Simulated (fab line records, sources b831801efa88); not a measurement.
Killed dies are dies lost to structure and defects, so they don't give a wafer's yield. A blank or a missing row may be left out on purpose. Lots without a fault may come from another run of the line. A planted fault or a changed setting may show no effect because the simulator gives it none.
Which tool did it? | flow sfq_line | 7 lots, 21 wafers sampled, at 1 step of a route of 325

WHAT THE GAUGES READ, wafer by wafer
SFQ_INCOMING_BOW_MEAS_900.
lot  | measured    | on            | INCOMING_BOW (um)
L223 | day 1 20:00 | film_metro-01 | -8 -4 0
L226 | day 2 11:01 | film_metro-02 | -9 -2 -4
L229 | day 3 02:01 | film_metro-04 | -4 0 4
L231 | day 3 12:00 | film_metro-02 | 1 -12 -17
L234 | day 4 03:02 | film_metro-01 | -2 2 9
L238 | day 4 23:00 | film_metro-02 | -5 -6 6
L244 | day 6 05:02 | film_metro-02 | -3 -9 4

WHICH TOOL RAN EACH LOT (tool, then ch and the chambers of the sampled wafers, then the start)
The record holds no process step before these readings.

THE ANSWER, worked out from the rows above alone
Rule: what is usual is taken from the lots themselves. Put in order of their means at a reading, lots are off if they are a third of the lots or fewer, leave a main group of 4 or more, and stand apart from it by a gap of 3 or more times the standard deviation of the main group's means; of several such gaps the widest counts. A main group whose means are all the same, to the digits that the tables above print for the reading, isn't used. A lot without any number at a reading at which 4 lots or more have one is off too. The other lots that the step has rows for count as sound.
No lot is off at any reading shown: from this, nothing can be told.

WHAT THE SIMULATOR HAD PUT IN
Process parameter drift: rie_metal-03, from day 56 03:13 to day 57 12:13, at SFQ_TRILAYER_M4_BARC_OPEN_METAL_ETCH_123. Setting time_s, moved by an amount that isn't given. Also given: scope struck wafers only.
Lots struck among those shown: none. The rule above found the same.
